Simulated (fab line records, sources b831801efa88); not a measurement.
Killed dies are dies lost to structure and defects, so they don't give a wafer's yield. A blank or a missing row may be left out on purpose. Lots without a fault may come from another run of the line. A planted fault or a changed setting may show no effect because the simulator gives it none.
fab line records | flow sfq_line
record lots=5 wafers=15 last_day=100
route steps=325 shown I7@296 M8@311
lots that met no fault: from a run of the same line without faults
start_h: hours from the record's first day to the start of the lot's first wafer shown | wait_h: hours since the lot's step before | " the same as in the row above | L1.1+2: a row that stands for several wafers | - no value, or no start given | * or withheld: withheld | < > ~ a bound
route shown NAME@n: a module of which the file shows steps, and the number in the route of the first | usual: mean/standard deviation of fault-free wafers | same: alike in all rows | chamber/n: place in a boat | sites: the reading at each site | _std_site: their standard deviation | _edge_site: outer sites' mean less inner sites' | radius_mm: how far each site lies from the wafer's centre | mask NAME#n: copy n | behind: the tool/chamber that last shaped the wafer | hold: why the lot was held/for how many hours/how that ended | device: the transistor (n, p or np) that didn't switch | end of line: the same wafers' tests at the end of the route | a step without rows: its recipe alone | killed: dies lost to structure and defects at the first sort, not the wafer's yield | map: a wafer's dies, x killed, . not, _ none there
set.NAME: the setting as run; set.NAME@STEP: as run at that earlier step | model.NAME: the simulator's own value behind a step, which no gauge read
lots at some steps of the route; a table a step, a row a wafer
services: from which hour (start_h, from the record's first day; less than 0 if before it) a tool's chamber was out of use, for how many hours, and why
## steps
# step SFQ_TRILAYER_I7_DEP_PECVD_183
# recipe material=SiO2 temp_c=150 time_s=111.11 pressure_torr=2.4 rf_w=183.3 precursor=SiH4/N2O target_thk_nm=500
# usual heater_power_w=83/15 throttle_valve_pct=24.3/1
# columns lot.wafer tool chamber start_h wait_h heater_power_w throttle_valve_pct
L083.1 pecvd-02 2 2136.09 0.0 80 23.3
L083.2 " 1 " " 66 22.6
L083.5 " 2 " " 83 23.4
L085.1 pecvd-04 1 2176.75 0.0 72 24.8
L085.2 " 0 " " 101 24.3
L085.5 " 2 " " 86 23.8
L094.1 pecvd-04 0 2216.76 0.0 105 24.3
L094.2 " 2 " " 83 23.9
L094.5 " 2 " " 91 23.7
L095.1 pecvd-04 1 2233.41 0.0 64 25.0
L095.5 " 1 " " 68 24.9
L095.6 " 2 " " 88 23.5
L096.2 pecvd-04 1 2238.39 0.0 71 25.0
L096.3 " 0 " " 100 24.5
L096.6 " 2 " " 86 23.8
# step SFQ_TRILAYER_I7_CMP_CMP_184
# recipe material=SiO2 down_force_psi=3 platen_rpm=60 pad_velocity_m_s=0.94248
# usual motor_current_A=10.5/0.66 time_to_endpoint_s=210/8
# columns lot.wafer tool chamber start_h wait_h motor_current_A time_to_endpoint_s
L083.1 cmp-01 3 2148.72 12.6 10.3 205
L083.2 " 0 " " 10.3 216
L083.5 " 3 2150.72 14.6 10.3 197
L085.1 cmp-02 1 2177.33 0.5 10.7 217
L085.2 " 3 2178.33 1.5 11.5 209
L085.5 " 0 " " 11.1 223
L094.2 cmp-01 2 2217.03 0.2 9.2 199
L094.1 " 1 2218.53 1.7 11.0 205
L094.5 " 2 " " 9.2 210
L095.1 cmp-01 1 2233.99 0.5 11.4 209
L095.6 " 0 2235.49 2.0 10.1 214
L095.5 " 1 " " 10.9 214
L096.2 cmp-02 1 2238.97 0.5 10.8 205
L096.3 " 2 " " 10.1 214
L096.6 " 1 2240.97 2.5 10.2 211
# step SFQ_I7_BOW_MEAS_946
# recipe mode=bow
# usual I7_BOW=10/11
# columns lot.wafer tool chamber start_h wait_h I7_BOW[um]
L083.1 film_metro-01 - 2151.72 2.5 13
L083.2 " - " " 2
L083.5 " - " " -1
L085.1 film_metro-02 - 2179.83 2.0 22
L085.2 " - " " 12
L085.5 " - " " 25
L094.1 film_metro-04 - 2220.03 1.0 -11
L094.2 " - " " -7
L094.5 " - " " 7
L095.1 film_metro-02 - 2236.49 2.0 -18
L095.5 " - " " -5
L095.6 " - " " -9
L096.2 film_metro-04 - 2241.49 2.0 3
L096.3 " - " " 6
L096.6 " - " " 8
# step SFQ_TRILAYER_I7_METRO_MEASURE_185
# usual thk_nm=199.3/1.1
# columns lot.wafer tool chamber start_h wait_h thk_nm
L083.1 film_metro-01 - 2151.84 0.1 198.4
L083.2 " - " " 200.5
L083.5 " - " " 198.5
L085.1 film_metro-02 - 2179.95 0.1 199.0
L085.2 " - " " 201.0
L085.5 " - " " 201.6
L094.1 film_metro-04 - 2220.15 0.1 198.8
L094.2 " - " " 198.3
L094.5 " - " " 197.5
L095.1 film_metro-02 - 2236.61 0.1 200.3
L095.5 " - " " 197.9
L095.6 " - " " 198.7
L096.2 film_metro-04 - 2241.79 0.3 200.4
L096.3 " - " " 200.6
L096.6 " - " " 200.4
# step SFQ_TRILAYER_I7_VIA_LITHO_COAT_192
# recipe resist=BARC spin_rpm=3000 resist_thk_nm=62
# columns lot.wafer tool chamber start_h wait_h
L083.1+2+5 litho_track-03 0 2153.04 1.0
L085.1+2+5 litho_track-04 0 2181.15 1.0
L094.1+2+5 litho_track-02 0 2221.35 1.0
L095.1+5+6 litho_track-03 0 2237.81 1.0
L096.2+3+6 litho_track-04 0 2242.84 0.8
# step SFQ_TRILAYER_I7_VIA_LITHO_COAT_187
# recipe resist=KrF spin_rpm=3000 resist_thk_nm=650
# columns lot.wafer tool chamber start_h wait_h
L083.1+2+5 litho_track-03 0 2153.34 0.2
L085.1+2+5 litho_track-04 0 2181.45 0.2
L094.1+2+5 litho_track-02 0 2221.65 0.2
L095.1+5+6 litho_track-03 0 2238.11 0.2
L096.2+3+6 litho_track-04 0 2243.14 0.2
# step SFQ_TRILAYER_I7_VIA_LITHO_SOFTBAKE_191
# recipe temp_c=withheld time_s=withheld resist=KrF
# columns lot.wafer tool chamber start_h wait_h
L083.1+2+5 litho_track-03 0 2153.64 0.2
L085.1+2+5 litho_track-04 0 2181.75 0.2
L094.1+2+5 litho_track-02 0 2221.95 0.2
L095.1+5+6 litho_track-03 0 2238.41 0.2
L096.2+3+6 litho_track-04 0 2243.41 0.2
# step SFQ_TRILAYER_I7_VIA_LITHO_EXPOSE_188
# recipe mask_id=I7 na=0.6 source_shape=conventional sigma_outer=0.65 target_cd_nm=1000 dose_mj=21.3
# columns lot.wafer tool chamber start_h wait_h mask
L083.1+2+5 krf_scanner-01 0 2239.32 - I7#0
L085.1+2+5 krf_scanner-01 0 2268.12 - I7#0
L094.1+2+5 krf_scanner-01 0 2311.16 - I7#0
L095.1+5+6 krf_scanner-01 0 2321.96 - I7#0
L096.2+3+6 krf_scanner-01 0 2328.16 - I7#0
# step SFQ_TRILAYER_I7_VIA_LITHO_PEB_190
# recipe peb_temp_c=115 peb_time_s=60 resist=KrF
# same peb_time_s=60
# columns lot.wafer tool chamber start_h wait_h
L083.1+2+5 litho_track-03 0 2240.52 1.0
L085.1+2+5 litho_track-03 0 2269.32 1.0
L094.1+2+5 litho_track-02 0 2312.36 1.0
L095.1+5+6 litho_track-03 0 2323.16 1.0
L096.2+3+6 litho_track-02 0 2329.18 0.8
# step SFQ_TRILAYER_I7_VIA_LITHO_DEVELOP_189
# recipe time_s=60 resist=KrF
# columns lot.wafer tool chamber start_h wait_h
L083.1+2+5 litho_track-03 0 2240.67 0.1
L085.1+2+5 litho_track-03 0 2269.47 0.1
L094.1+2+5 litho_track-02 0 2312.51 0.1
L095.1+5+6 litho_track-03 0 2323.31 0.1
L096.2+3+6 litho_track-02 0 2329.33 0.1
# step SFQ_I7_OVL_MEAS_947
# usual I7_OVL=-4/5.6
# columns lot.wafer tool chamber start_h wait_h I7_OVL[nm]
L083.1 overlay-01 - 2240.82 0.1 -6
L083.2 " - " " -10
L083.5 " - " " -2
L085.1 overlay-01 - 2269.62 0.1 -10
L085.2 " - " " -5
L085.5 " - " " -15
L094.1 overlay-02 - 2312.66 0.1 -11
L094.2 " - " " -10
L094.5 " - " " -9
L095.1 overlay-02 - 2323.46 0.1 -16
L095.5 " - " " -5
L095.6 " - " " -7
L096.2 overlay-01 - 2329.46 0.1 -7
L096.3 " - " " -1
L096.6 " - " " 0
# step SFQ_TRILAYER_I7_VIA_BARC_OPEN_VIA_ETCH_260
# recipe mask_material=PR chemistry=O2 target_depth_nm=125 target=BARC source_w=500 bias_w=80 pressure_mtorr=30 time_s=41.7
# usual drypump_motor_current_A=5.8/0.41 oes_product_au=0.685/0.0047
# columns lot.wafer tool chamber start_h wait_h drypump_motor_current_A oes_product_au rf_hours_counter_h
L083.1 rie_diel-04 0 2240.85 0.0 6.2 0.689 12
L083.2 " 3 " " 5.7 0.678 2
L083.5 " 1 " " 6.0 0.691 -
L085.1 rie_diel-01 2 2269.65 0.0 5.4 0.694 7
L085.2 " 0 " " 5.9 0.687 4
L085.5 " 2 " " 5.4 0.682 -
L094.1 rie_diel-01 3 2312.69 0.0 5.2 0.686 9
L094.2 " 1 " " 6.1 0.684 20
L094.5 " 3 " " 5.2 0.684 -
L095.1 rie_diel-02 3 2323.49 0.0 5.5 0.682 7
L095.5 " 2 " " 6.1 0.684 -
L095.6 " 3 " " 5.5 0.686 -
L096.2 rie_diel-01 0 2329.49 0.0 5.9 0.684 5
L096.3 " 3 " " 5.2 0.687 9
L096.6 " 3 " " 5.2 0.683 -
# step SFQ_TRILAYER_I7_VIA_ETCH_VIA_ETCH_190
# recipe target=SiO2 stop_on=Nb mask_material=PR taper_deg=20 chemistry=CHF3 target_depth_nm=260 source_w=500 bias_w=80 pressure_mtorr=30 time_s=withheld
# usual drypump_motor_current_A=5.8/0.41 oes_product_au=0.853/0.0054
# columns lot.wafer tool chamber start_h wait_h drypump_motor_current_A oes_product_au
L083.1 rie_diel-04 0 2240.89 0.0 6.2 0.851
L083.2 " 3 " " 5.7 0.865
L083.5 " 1 " " 6.0 0.852
L085.1 rie_diel-01 2 2269.69 0.0 5.4 0.854
L085.2 " 0 " " 5.9 0.850
L085.5 " 2 " " 5.4 0.862
L094.1 rie_diel-01 3 2312.73 0.0 5.2 0.848
L094.2 " 1 " " 6.1 0.849
L094.5 " 3 " " 5.2 0.848
L095.1 rie_diel-02 3 2323.53 0.0 5.5 0.854
L095.5 " 2 " " 6.2 0.851
L095.6 " 3 " " 5.5 0.858
L096.2 rie_diel-01 0 2329.53 0.0 5.9 0.853
L096.3 " 3 " " 5.2 0.852
L096.6 " 3 " " 5.2 0.848
# step SFQ_TRILAYER_I7_VIA_STRIP_STRIP_191
# recipe gas=O2 power_w=200 platen_temp_c=40 overash_fraction=0.65 chemistry=O2 pressure_mtorr=50
# usual drypump_motor_current_A=6.2/0.46 oes_product_au=1.002/0.01
# same overash_fraction=0.65
# columns lot.wafer tool chamber start_h wait_h drypump_motor_current_A oes_product_au rf_hours_counter_h
L083.1 rie_metal-02 1 2241.01 - 6.4 1.010 95
L083.2 " 0 " " 5.6 1.013 55
L083.5 " 1 " " 6.3 1.004 -
L085.1 rie_metal-04 0 2269.81 - 6.7 0.996 79
L085.2 " 1 " " 6.1 1.016 138
L085.5 " 0 " " 6.7 1.004 -
L094.1 rie_metal-04 0 2312.84 - 6.7 1.007 84
L094.2 " 1 " " 6.1 1.012 0
L094.5 " 1 " " 6.1 1.005 -
L095.1 rie_metal-04 1 2323.64 - 6.1 1.006 1
L095.5 " 1 " " 6.1 1.005 -
L095.6 " 0 " " 6.7 1.008 -
L096.2 rie_metal-04 1 2329.64 - 6.1 0.998 2
L096.3 " 0 " " 6.7 1.005 -
L096.6 " 1 " " 6.1 1.000 -
# step SFQ_TRILAYER_I7_VIA_STRIP_SOLV_CLEAN_192
# recipe chemistry=NMP temp_c=70 time_s=600
# columns lot.wafer tool chamber start_h wait_h
L083.1+2+5 wet_bench-01 3,4,6 2241.61 0.4
L085.1+2+5 wet_bench-01 5,1,0 2270.41 0.4
L094.1+2+5 wet_bench-01 0,7,1 2313.44 0.4
L095.1+5+6 wet_bench-03 5,6,7 2324.24 0.4
L096.2+3+6 wet_bench-03 6,7,4 2330.24 0.4
# step SFQ_TRILAYER_M8_LITHO_LOR_COAT_197
# recipe resist=lift-off spin_rpm=3000
# columns lot.wafer tool chamber start_h wait_h
L083.1+2+5 litho_track-01 0 2241.80 0.0
L085.1+2+5 litho_track-01 0 2270.58 0.0
L094.1+2+5 litho_track-03 0 2313.62 0.0
L095.1+5+6 litho_track-04 0 2324.42 0.0
L096.2+3+6 litho_track-04 0 2330.47 0.1
# step SFQ_TRILAYER_M8_LITHO_LOR_BAKE_198
# recipe resist=lift-off temp_c=withheld time_s=withheld
# columns lot.wafer tool chamber start_h wait_h
L083.1+2+5 litho_track-01 0 2242.10 0.2
L085.1+2+5 litho_track-01 0 2270.88 0.2
L094.1+2+5 litho_track-03 0 2313.92 0.2
L095.1+5+6 litho_track-04 0 2324.72 0.2
L096.2+3+6 litho_track-04 0 2330.81 0.3
# step SFQ_TRILAYER_M8_LITHO_COAT_193
# recipe resist=KrF spin_rpm=3000 resist_thk_nm=600
# columns lot.wafer tool chamber start_h wait_h
L083.1+2+5 litho_track-01 0 - -
L085.1+2+5 litho_track-01 0 - -
L094.1+2+5 litho_track-03 0 - -
L095.1+5+6 litho_track-04 0 - -
L096.2+3+6 litho_track-04 0 - -
# step SFQ_TRILAYER_M8_LITHO_SOFTBAKE_199
# recipe temp_c=withheld time_s=withheld resist=KrF
# columns lot.wafer tool chamber start_h wait_h
L083.1+2+5 litho_track-01 0 - -
L085.1+2+5 litho_track-01 0 - -
L094.1+2+5 litho_track-03 0 - -
L095.1+5+6 litho_track-04 0 - -
L096.2+3+6 litho_track-04 0 - -
# step SFQ_TRILAYER_M8_LITHO_EXPOSE_194
# recipe mask_id=M8 na=0.6 source_shape=conventional sigma_outer=0.65 target_cd_nm=2000 dose_mj=14.4
# columns lot.wafer tool chamber start_h wait_h mask
L083.1+2+5 krf_scanner-02 0 2243.22 - M8#0
L085.1+2+5 krf_scanner-02 0 2271.88 - M8#0
L094.1+2+5 krf_scanner-02 0 2391.38 - M8#0
L095.1+5+6 krf_scanner-02 0 2397.38 - M8#0
L096.2+3+6 krf_scanner-02 0 2401.18 - M8#0
# step SFQ_TRILAYER_M8_LITHO_PEB_196
# recipe peb_temp_c=115 peb_time_s=60 resist=KrF
# same peb_time_s=60
# columns lot.wafer tool chamber start_h wait_h
L083.1+2+5 litho_track-03 0 2244.42 1.0
L085.1+2+5 litho_track-01 0 2273.08 1.0
L094.1+2+5 litho_track-04 0 2392.58 1.0
L095.1+5+6 litho_track-04 0 2398.58 1.0
L096.2+3+6 litho_track-03 0 2402.20 0.8
# step SFQ_TRILAYER_M8_LITHO_DEVELOP_195
# recipe img_clear_s=15 time_s=55 resist=KrF
# columns lot.wafer tool chamber start_h wait_h
L083.1+2+5 litho_track-03 0 2244.57 0.1
L085.1+2+5 litho_track-01 0 2273.23 0.1
L094.1+2+5 litho_track-04 0 2392.73 0.1
L095.1+5+6 litho_track-04 0 2398.73 0.1
L096.2+3+6 litho_track-03 0 2402.35 0.1
# step SFQ_M8_OVL_MEAS_948
# usual M8_OVL=1/5.7
# columns lot.wafer tool chamber start_h wait_h M8_OVL[nm]
L083.1 overlay-02 - 2244.71 0.1 3
L083.2 " - " " 8
L083.5 " - " " 2
L085.1 overlay-02 - 2273.37 0.1 -1
L085.2 " - " " 3
L085.5 " - " " 6
L094.1 overlay-02 - 2392.87 0.1 6
L094.2 " - " " 0
L094.5 " - " " 5
L095.1 overlay-02 - 2398.87 0.1 5
L095.5 " - " " 7
L095.6 " - " " 4
L096.2 overlay-02 - 2402.47 0.1 0
L096.3 " - " " -1
L096.6 " - " " -2
# step SFQ_TRILAYER_M8_DEP_EVAP_197
# recipe material=Ti angular_spread_deg=1 target_thk_nm=20 time_s=100 power_w=2000
# columns lot.wafer tool chamber start_h wait_h
L083.1+2+5 pvd_sputter-02 - 2244.75 0.0
L085.1+2+5 pvd_sputter-02 - 2273.41 0.0
L094.1+2+5 pvd_sputter-02 - 2400.91 8.0
L095.1+5+6 pvd_sputter-02 - 2401.66 2.8
L096.2+3+6 pvd_sputter-02 - 2402.50 0.0
# step SFQ_TRILAYER_M8_DEP_EVAP_198
# recipe material=Pt angular_spread_deg=1 target_thk_nm=50 time_s=250 power_w=2000
# columns lot.wafer tool chamber start_h wait_h
L083.1+2+5 pvd_sputter-02 - 2244.82 0.0
L085.1+2+5 pvd_sputter-02 - 2273.48 0.0
L094.1+2+5 pvd_sputter-02 - 2400.99 0.0
L095.1+5+6 pvd_sputter-02 - 2401.73 0.0
L096.2+3+6 pvd_sputter-02 - 2402.58 0.0
# step SFQ_TRILAYER_M8_DEP_EVAP_196
# recipe material=Au angular_spread_deg=1 target_thk_nm=180 time_s=900 power_w=2000
# columns lot.wafer tool chamber start_h wait_h
L083.1+2+5 pvd_sputter-02 - 2244.98 0.1
L085.1+2+5 pvd_sputter-02 - 2273.64 0.1
L094.1+2+5 pvd_sputter-02 - 2401.14 0.1
L095.1+5+6 pvd_sputter-02 - 2401.89 0.1
L096.2+3+6 pvd_sputter-02 - 2402.73 0.1
# step SFQ_M8_RS_MEAS_949
# recipe thk_meas_gauge=four-point-probe reads=Au_of_TRILAYER_M8_DEP_EVAP_196+Pt_of_TRILAYER_M8_DEP_EVAP_198+Ti_of_TRILAYER_M8_DEP_EVAP_197
# usual M8_AU_RS=0.1540/0.0018
# columns lot.wafer tool chamber start_h wait_h M8_AU_RS[ohm/sq]
L083.1 film_metro-01 - 2245.49 0.3 0.1541
L083.2 " - " " 0.1551
L083.5 " - " " 0.1532
L085.1 film_metro-01 - 2274.15 0.3 0.1517
L085.2 " - " " 0.1522
L085.5 " - " " 0.1541
L094.1 film_metro-02 - 2401.66 0.3 0.1556
L094.2 " - " " 0.1540
L094.5 " - " " 0.1555
L095.1 film_metro-02 - 2402.40 0.3 0.1538
L095.5 " - " " 0.1552
L095.6 " - " " 0.1545
L096.2 film_metro-03 - 2403.27 0.3 0.1527
L096.3 " - " " 0.1535
L096.6 " - " " 0.1542
# step SFQ_M8_THK_MEAS_950
# recipe thk_meas_gauge=xrf reads=Au_of_TRILAYER_M8_DEP_EVAP_196
# usual M8_AU_THK=177.0/2.6
# columns lot.wafer tool chamber start_h wait_h M8_AU_THK[nm]
L083.1 film_metro-01 - 2245.61 0.1 177.4
L083.2 " - " " 176.9
L083.5 " - " " 179.2
L085.1 film_metro-01 - 2274.27 0.1 181.3
L085.2 " - " " 180.1
L085.5 " - " " 178.2
L094.1 film_metro-02 - 2401.78 0.1 176.7
L094.2 " - " " 178.3
L094.5 " - " " 175.6
L095.1 film_metro-02 - 2402.52 0.1 178.1
L095.5 " - " " 175.6
L095.6 " - " " 176.9
L096.2 film_metro-03 - 2403.38 0.1 177.5
L096.3 " - " " 178.0
L096.6 " - " " 176.7
# step SFQ_TRILAYER_M8_LIFTOFF_LIFTOFF_197
# recipe temp_c=80 time_s=600 chemistry=NMP
# columns lot.wafer tool chamber start_h wait_h
L083.1+2+5 wet_bench-04 5,7,3 2245.67 0.1
L085.1+2+5 wet_bench-04 4,7,3 2274.33 0.1
L094.1+2+5 wet_bench-03 1,0,6 2401.84 0.1
L095.1+5+6 wet_bench-02 6,2,4 2402.58 0.1
L096.2+3+6 wet_bench-04 2,7,5 2403.43 0.0
# step SFQ_M8_BOW_MEAS_951
# recipe mode=bow
# usual M8_BOW=11/11
# columns lot.wafer tool chamber start_h wait_h M8_BOW[um]
L083.1 film_metro-03 - 2245.85 0.0 13
L083.2 " - " " 1
L083.5 " - " " -1
L085.1 film_metro-02 - 2274.68 0.0 24
L085.2 " - " " 13
L085.5 " - " " 26
L094.1 film_metro-03 - 2402.01 0.0 -10
L094.2 " - " " -6
L094.5 " - " " 8
L095.1 film_metro-01 - 2402.93 0.0 -14
L095.5 " - " " -2
L095.6 " - " " -6
L096.2 film_metro-01 - 2403.62 0.0 5
L096.3 " - " " 9
L096.6 " - " " 10
## services
# columns tool chamber start_h hours kind
krf_scanner-02 - 2113.02 1.1 repair
krf_scanner-01 - 2121.54 1.0 pm
krf_scanner-02 - 2128.67 1.3 pm
krf_scanner-02 - 2133.12 0.8 pm
krf_scanner-01 - 2177.97 7.8 repair
rie_diel-01 - 2198.80 0.5 repair
rie_diel-01 1 2202.92 4.6 repair
krf_scanner-01 - 2203.07 1.3 pm
krf_scanner-01 - 2204.48 0.7 repair
rie_diel-01 0 2204.96 3.5 repair
krf_scanner-02 - 2223.87 4.0 pm
krf_scanner-02 - 2256.66 1.0 pm
krf_scanner-01 - 2290.92 1.0 pm
krf_scanner-01 - 2291.49 5.6 repair
krf_scanner-02 - 2301.88 0.8 pm
krf_scanner-02 - 2304.53 1.3 pm
pvd_sputter-02 - 2322.03 0.8 repair
krf_scanner-02 - 2326.79 41.8 repair
krf_scanner-01 - 2354.08 0.3 repair
krf_scanner-01 - 2368.76 0.8 pm
rie_diel-01 - 2371.39 2.8 pm
pvd_sputter-02 - 2375.50 23.9 repair
rie_diel-01 1 2379.84 5.7 repair
rie_diel-01 0 2392.42 2.4 repair
## key
fault none
